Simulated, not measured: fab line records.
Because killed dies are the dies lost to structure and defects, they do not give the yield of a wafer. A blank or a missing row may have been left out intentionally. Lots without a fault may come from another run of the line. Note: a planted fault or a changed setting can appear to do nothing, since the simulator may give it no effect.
Which tool did it? || flow gf180mcu || 12 lots with 36 wafers sampled at 5 steps, on a route of 602 steps

## WHAT EACH GAUGE READ, for each wafer
GF_M4_RS_MEAS_05: measures by four-point-probe.
{"lot": "L627", "measured": "day 22 12:32", "on": "film metro-01", "M4_ALCU_RS (ohm/sq)": "0.0680 0.0686 0.0685"}
{"lot": "L628", "measured": "day 22 18:41", "on": "film metro-02", "M4_ALCU_RS (ohm/sq)": "0.0696 0.0701 0.0701"}
{"lot": "L629", "measured": "day 23 04:47", "on": "film metro-01", "M4_ALCU_RS (ohm/sq)": "0.0711 0.0710 0.0710"}
{"lot": "L630", "measured": "day 23 07:13", "on": "film metro-04", "M4_ALCU_RS (ohm/sq)": "0.0696 0.0712 0.0698"}
{"lot": "L631", "measured": "day 23 15:52", "on": "film metro-04", "M4_ALCU_RS (ohm/sq)": "0.0704 0.0695 0.0701"}
{"lot": "L632", "measured": "day 24 02:46", "on": "film metro-04", "M4_ALCU_RS (ohm/sq)": "0.0698 0.0700 0.0695"}
{"lot": "L635", "measured": "day 25 03:14", "on": "film metro-04", "M4_ALCU_RS (ohm/sq)": "0.0698 0.0703 0.0704"}
{"lot": "L641", "measured": "day 27 08:28", "on": "film metro-01", "M4_ALCU_RS (ohm/sq)": "0.0696 0.0696 0.0694"}
{"lot": "L643", "measured": "day 27 22:44", "on": "film metro-04", "M4_ALCU_RS (ohm/sq)": "0.0689 0.0686 0.0691"}
{"lot": "L644", "measured": "day 28 13:16", "on": "film metro-04", "M4_ALCU_RS (ohm/sq)": "0.0693 0.0694 0.0694"}
{"lot": "L645", "measured": "day 28 18:58", "on": "film metro-02", "M4_ALCU_RS (ohm/sq)": "0.0695 0.0708 0.0694"}
{"lot": "L646", "measured": "day 29 02:38", "on": "film metro-01", "M4_ALCU_RS (ohm/sq)": "0.0693 0.0699 0.0699"}

GF_V5_CD_MEAS_14: the cd target is 260 nm.
{"lot": "L627", "measured": "day 27 07:23", "on": "cd sem-01", "cd nm (nm)": "258.6 258.8 257.9"}
{"lot": "L628", "measured": "day 27 12:20", "on": "cd sem-02", "cd nm (nm)": "259.8 260.9 259.8"}
{"lot": "L629", "measured": "day 27 21:57", "on": "cd sem-01", "cd nm (nm)": "260.8 260.9 260.8"}
{"lot": "L630", "measured": "day 27 23:51", "on": "cd sem-02", "cd nm (nm)": "261.1 260.3 260.2"}
{"lot": "L631", "measured": "day 28 08:24", "on": "cd sem-02", "cd nm (nm)": "259.8 259.2 259.3"}
{"lot": "L632", "measured": "day 28 17:54", "on": "cd sem-01", "cd nm (nm)": "260.8 261.1 261.4"}
{"lot": "L635", "measured": "day 29 16:30", "on": "cd sem-02", "cd nm (nm)": "259.2 259.7 259.2"}
{"lot": "L641", "measured": "day 31 11:51", "on": "cd sem-02", "cd nm (nm)": "259.4 259.4 260.6"}
{"lot": "L643", "measured": "day 32 00:58", "on": "cd sem-01", "cd nm (nm)": "259.9 260.1 259.6"}
{"lot": "L644", "measured": "day 32 12:56", "on": "cd sem-01", "cd nm (nm)": "258.3 259.9 259.4"}
{"lot": "L645", "measured": "day 32 17:59", "on": "cd sem-01", "cd nm (nm)": "259.7 260.3 260.8"}
{"lot": "L646", "measured": "day 32 23:00", "on": "cd sem-01", "cd nm (nm)": "260.3 261.6 261.2"}

GF_PASSIVATION_THK_MEAS_03.
{"lot": "L627", "measured": "day 28 06:53", "on": "film metro-01", "PASSIVATION_CVD_02_THK (nm)": "687 718 701"}
{"lot": "L628", "measured": "day 28 11:36", "on": "film metro-01", "PASSIVATION_CVD_02_THK (nm)": "702 706 717"}
{"lot": "L629", "measured": "day 28 20:48", "on": "film metro-02", "PASSIVATION_CVD_02_THK (nm)": "688 698 705"}
{"lot": "L630", "measured": "day 28 22:47", "on": "film metro-03", "PASSIVATION_CVD_02_THK (nm)": "700 702 703"}
{"lot": "L631", "measured": "day 29 06:16", "on": "film metro-03", "PASSIVATION_CVD_02_THK (nm)": "694 704 711"}
{"lot": "L632", "measured": "day 29 15:56", "on": "film metro-02", "PASSIVATION_CVD_02_THK (nm)": "682 704 708"}
{"lot": "L635", "measured": "day 30 13:22", "on": "film metro-01", "PASSIVATION_CVD_02_THK (nm)": "706 717 719"}
{"lot": "L641", "measured": "day 32 07:05", "on": "film metro-01", "PASSIVATION_CVD_02_THK (nm)": "692 683 605"}
{"lot": "L643", "measured": "day 32 20:07", "on": "film metro-03", "PASSIVATION_CVD_02_THK (nm)": "687 612 720"}
{"lot": "L644", "measured": "day 33 08:10", "on": "film metro-01", "PASSIVATION_CVD_02_THK (nm)": "684 700 706"}
{"lot": "L645", "measured": "day 33 12:53", "on": "film metro-03", "PASSIVATION_CVD_02_THK (nm)": "701 707 703"}
{"lot": "L646", "measured": "day 33 18:04", "on": "film metro-02", "PASSIVATION_CVD_02_THK (nm)": "705 721 711"}

## WHICH TOOL RAN EACH LOT (tool, then ch and the chambers of the sampled wafers, then the start)
{"lot": "L627", "GF_M4_METAL_ETCH_16": "rie metal-01 ch 0, day 23 11:11", "GF_PASSIVATION_CVD_02": "pecvd-04 ch 0,1,2, day 28 06:35"}
{"lot": "L628", "GF_M4_METAL_ETCH_16": "rie metal-03 ch 0,1, day 23 17:20", "GF_PASSIVATION_CVD_02": "pecvd-01 ch 0,2, day 28 11:19"}
{"lot": "L629", "GF_M4_METAL_ETCH_16": "rie metal-03 ch 0,1, day 24 03:19", "GF_PASSIVATION_CVD_02": "pecvd-02 ch 0,1, day 28 20:31"}
{"lot": "L630", "GF_M4_METAL_ETCH_16": "rie metal-01 ch 0,1, day 24 05:40", "GF_PASSIVATION_CVD_02": "pecvd-01 ch 0,1, day 28 22:29"}
{"lot": "L631", "GF_M4_METAL_ETCH_16": "rie metal-02 ch 0, day 24 14:34", "GF_PASSIVATION_CVD_02": "pecvd-02 ch 0,2, day 29 05:58"}
{"lot": "L632", "GF_M4_METAL_ETCH_16": "rie metal-03 ch 0,1, day 25 01:24", "GF_PASSIVATION_CVD_02": "pecvd-01 ch 0,1, day 29 15:38"}
{"lot": "L635", "GF_M4_METAL_ETCH_16": "rie metal-02 ch 0,1, day 26 01:25", "GF_PASSIVATION_CVD_02": "pecvd-04 ch 1, day 30 12:55"}
{"lot": "L641", "GF_M4_METAL_ETCH_16": "rie metal-01 ch 0,1, day 28 04:43", "GF_PASSIVATION_CVD_02": "pecvd-01 ch 0,1,2, day 32 06:48"}
{"lot": "L643", "GF_M4_METAL_ETCH_16": "rie metal-01 ch 1, day 28 18:57", "GF_PASSIVATION_CVD_02": "pecvd-01 ch 0,2, day 32 19:48"}
{"lot": "L644", "GF_M4_METAL_ETCH_16": "rie metal-01 ch 1, day 29 08:50", "GF_PASSIVATION_CVD_02": "pecvd-04 ch 1,2, day 33 07:53"}
{"lot": "L645", "GF_M4_METAL_ETCH_16": "rie metal-03 ch 0,1, day 29 14:22", "GF_PASSIVATION_CVD_02": "pecvd-04 ch 0,1,2, day 33 12:43"}
{"lot": "L646", "GF_M4_METAL_ETCH_16": "rie metal-03 ch 0,1, day 29 22:04", "GF_PASSIVATION_CVD_02": "pecvd-02 ch 0,1, day 33 17:47"}
- GF_M4_METAL_ETCH_16: etches the open film in Cl2/BCl3, stops on SiO2, target depth 750.8 nm, time 125.1 s.
- GF_PASSIVATION_CVD_02: deposits Si3N4, target thk 700 nm, time 486.18 s.

## AS READ BY THE TOOLS THEMSELVES (means over the sampled wafers that have a number; for cases with no such wafer, the mark the record gives instead)
GF_M4_METAL_ETCH_16.
{"lot": "L627", "tool": "rie metal-01", "drypump motor current A (A)": 6.0, "oes product au (a.u.)": 0.992, "throttle valve pct (%)": 28.223}
{"lot": "L628", "tool": "rie metal-03", "drypump motor current A (A)": 5.2, "oes product au (a.u.)": 0.995, "throttle valve pct (%)": 28.218}
{"lot": "L629", "tool": "rie metal-03", "drypump motor current A (A)": 5.4, "oes product au (a.u.)": 0.995, "throttle valve pct (%)": 28.225}
{"lot": "L630", "tool": "rie metal-01", "drypump motor current A (A)": 5.7, "oes product au (a.u.)": 0.991, "throttle valve pct (%)": 28.231}
{"lot": "L631", "tool": "rie metal-02", "drypump motor current A (A)": 5.6, "oes product au (a.u.)": 0.988, "throttle valve pct (%)": 28.228}
{"lot": "L632", "tool": "rie metal-03", "drypump motor current A (A)": 5.2, "oes product au (a.u.)": 0.995, "throttle valve pct (%)": 28.219}
{"lot": "L635", "tool": "rie metal-02", "drypump motor current A (A)": 5.4, "oes product au (a.u.)": 0.989, "throttle valve pct (%)": 28.226}
{"lot": "L641", "tool": "rie metal-01", "drypump motor current A (A)": 5.8, "oes product au (a.u.)": 0.996, "throttle valve pct (%)": 28.238}
{"lot": "L643", "tool": "rie metal-01", "drypump motor current A (A)": 5.6, "oes product au (a.u.)": 0.984, "throttle valve pct (%)": 28.231}
{"lot": "L644", "tool": "rie metal-01", "drypump motor current A (A)": 5.6, "oes product au (a.u.)": 0.980, "throttle valve pct (%)": 28.232}
{"lot": "L645", "tool": "rie metal-03", "drypump motor current A (A)": 5.4, "oes product au (a.u.)": 0.991, "throttle valve pct (%)": 28.224}
{"lot": "L646", "tool": "rie metal-03", "drypump motor current A (A)": 5.4, "oes product au (a.u.)": 0.992, "throttle valve pct (%)": 28.226}

GF_PASSIVATION_CVD_02.
{"lot": "L627", "tool": "pecvd-04", "heater power w (W)": 596, "rf fwd power W (W)": 449.1}
{"lot": "L628", "tool": "pecvd-01", "heater power w (W)": 766, "rf fwd power W (W)": 450.6}
{"lot": "L629", "tool": "pecvd-02", "heater power w (W)": 694, "rf fwd power W (W)": 448.5}
{"lot": "L630", "tool": "pecvd-01", "heater power w (W)": 692, "rf fwd power W (W)": 449.2}
{"lot": "L631", "tool": "pecvd-02", "heater power w (W)": 740, "rf fwd power W (W)": 449.8}
{"lot": "L632", "tool": "pecvd-01", "heater power w (W)": 648, "rf fwd power W (W)": 449.7}
{"lot": "L635", "tool": "pecvd-04", "heater power w (W)": 752, "rf fwd power W (W)": 450.9}
{"lot": "L641", "tool": "pecvd-01", "heater power w (W)": 705, "rf fwd power W (W)": 388.5}
{"lot": "L643", "tool": "pecvd-01", "heater power w (W)": 735, "rf fwd power W (W)": 388.5}
{"lot": "L644", "tool": "pecvd-04", "heater power w (W)": 647, "rf fwd power W (W)": 449.2}
{"lot": "L645", "tool": "pecvd-04", "heater power w (W)": 649, "rf fwd power W (W)": 449.5}
{"lot": "L646", "tool": "pecvd-02", "heater power w (W)": 712, "rf fwd power W (W)": 448.9}

## THE ANSWER, worked out from the rows above alone
Rule: usual is defined by the lots themselves. The widest of any qualifying gaps counts: lots, ordered by their means at a reading, are off when they make up no more than a third of the lots, leave a main group of 4 or more, and stand apart from it by 3 or more times the standard deviation of that group's means. A main group whose means are all the same, to the digits that the tables above print for the reading, isn't used. A lot without any number at a reading at which 4 lots or more have one is off too. All remaining lots with rows at the step are treated as sound. The gauges are gone through in route order, then the tools' own readings, and for those a lot's mean is taken as printed above. The first step at which some lot is off is used, and at that step the reading that is off furthest; a lot without a number counts as furthest.
Off: L641, L643, at GF_PASSIVATION_THK_MEAS_03 (PASSIVATION_CVD_02_THK). For the main group the mean is 704 nm and the standard deviation 5.8.
A tool fits if, at a process step before that reading, it ran every lot that is off, and no sound lot after the first of them. The gauges at GF_PASSIVATION_THK_MEAS_03 aren't tried: what is off there is off at GF_PASSIVATION_CVD_02 too, on other tools, and a gauge's error can't cause that. One fits: pecvd-01 at GF_PASSIVATION_CVD_02. A fault onset in the window from L632 (day 29 15:38, its last sound lot) to L641 (day 32 06:48, its first lot off) fits.
The tool's own readings at GF_PASSIVATION_CVD_02 bear it out: on the lots that are off they differ by more than 5 times the standard deviation of the sound lots' means. rf fwd power W reads 388.5 W there against 449.5 W on the sound lots.

## WHAT THE SIMULATOR PUT IN
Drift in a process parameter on pecvd-01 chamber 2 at GF_PASSIVATION_CVD_02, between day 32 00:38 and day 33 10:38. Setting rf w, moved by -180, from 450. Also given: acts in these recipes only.
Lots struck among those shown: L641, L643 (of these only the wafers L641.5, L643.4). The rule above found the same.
